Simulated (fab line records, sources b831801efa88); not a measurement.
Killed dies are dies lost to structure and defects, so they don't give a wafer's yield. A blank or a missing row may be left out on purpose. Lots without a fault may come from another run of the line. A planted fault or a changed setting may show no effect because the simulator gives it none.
Problem report in the 8D (eight disciplines) form, filled by code | flow gf180mcu | the parts of the form that need people (team, actions taken, sign-off) are left out

1. THE PROBLEM
strip_time_to_endpoint_s at GF_TOP_METAL_STRIP_17 reads a mean of 13.51 s on 3 wafers of 1 lot; wafers without a fault read 12.90 s with a standard deviation of 0.11. That is +5.6 standard deviations from the usual mean.
The step: strips in O2/N2.
First seen on wafer L261.2, day 30 22:34, on plasma_asher-02. The record holds 36 wafers of 12 lots with a number at this step. Rule for "out", or "out of limits": more than 4 standard deviations from the usual mean. The other wafers with a number count as sound.

2. WHAT IT IS AND WHAT IT IS NOT
question                    | is                       | is not
which readings at this step | strip_time_to_endpoint_s | drypump_motor_current_A, heater_power_w, oes_product_au, platen_temp_c
which lots                  | L261                     | L253, L254, L255, L256, L258, L260, L271, L273, L274, L275, L276
which wafers of those lots  | all that have a number   | -
read on which tools         | plasma_asher-02          | plasma_asher-01, plasma_asher-03
when                        | from day 30 22:34        | up to then (18 sound wafers); but 15 sound wafers of L271, L273, L274, L275, L276 came after

3. SUSPECTS, AND WHAT RULES EACH OUT
Counting: a tool at a process step up to the reading stays a suspect if it ran every lot that is out and no sound lot after the first of them.
- rie_metal-03 at GF_M5_METAL_ETCH_10 (etches the open film in Cl2/BCl3, stops on SiO2, target depth 750.8 nm, time 125.1 s): kept. It ran the lot that is out, L261 (day 29 05:18), and no sound lot after that; its last sound lot up to then is L260 (day 28 22:26).
- litho_track-03 at GF_TOP_METAL_COAT_09 (resist thk 1500 nm): ruled out as a lasting fault. Sound lots L275, L276 ran on it after its first lot that is out, L261 (day 30 12:41).
- plasma_asher-02 at GF_TOP_METAL_STRIP_17 (strips in O2/N2): ruled out as a lasting fault. Sound lots L271, L275 ran on it after its first lot that is out, L261 (day 30 22:34).
Left after counting: rie_metal-03 at GF_M5_METAL_ETCH_10.

4. THE CAUSE (what the simulator had put in)
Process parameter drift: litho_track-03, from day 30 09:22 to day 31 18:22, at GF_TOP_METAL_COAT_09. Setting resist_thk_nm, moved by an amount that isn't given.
Counting ruled it out, wrongly: the rule takes a fault to strike every lot that its tool runs from its start on, and this one did not.

5. THE CHAIN OF EFFECTS, in route order
Each row: a reading whose mean over the struck wafers that have a number lies more than 3 standard deviations from the usual. Only readings for which the record gives a usual standard deviation are gone through. hours: the time from each lot's start at the first step in this table that gives one to its start at this step, as a median over the lots. sigmas: the change in usual standard deviations.
hours | step                  | reading                  | usual   | on struck wafers | change | sigmas
0     | GF_TOP_METAL_STRIP_17 | strip_time_to_endpoint_s | 12.90 s | 13.51            | +0.61  | +5.6
The process steps in it:
- GF_TOP_METAL_STRIP_17: strips in O2/N2.
Later measuring or inspecting steps at which every struck wafer that the step has a row for has a number for every such reading, and none has moved that far: GF_PASSIVATION_THK_MEAS_01.

6. WHAT WOULD HAVE CAUGHT IT SOONER
In this record the first reading out of limits was taken at day 30 22:34, 13 hours after the fault began at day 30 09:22.
Of the tool readings at GF_TOP_METAL_COAT_09 for which the record gives a usual standard deviation, none was out on any struck wafer, so an alarm limit of 4 standard deviations on them would not have fired.
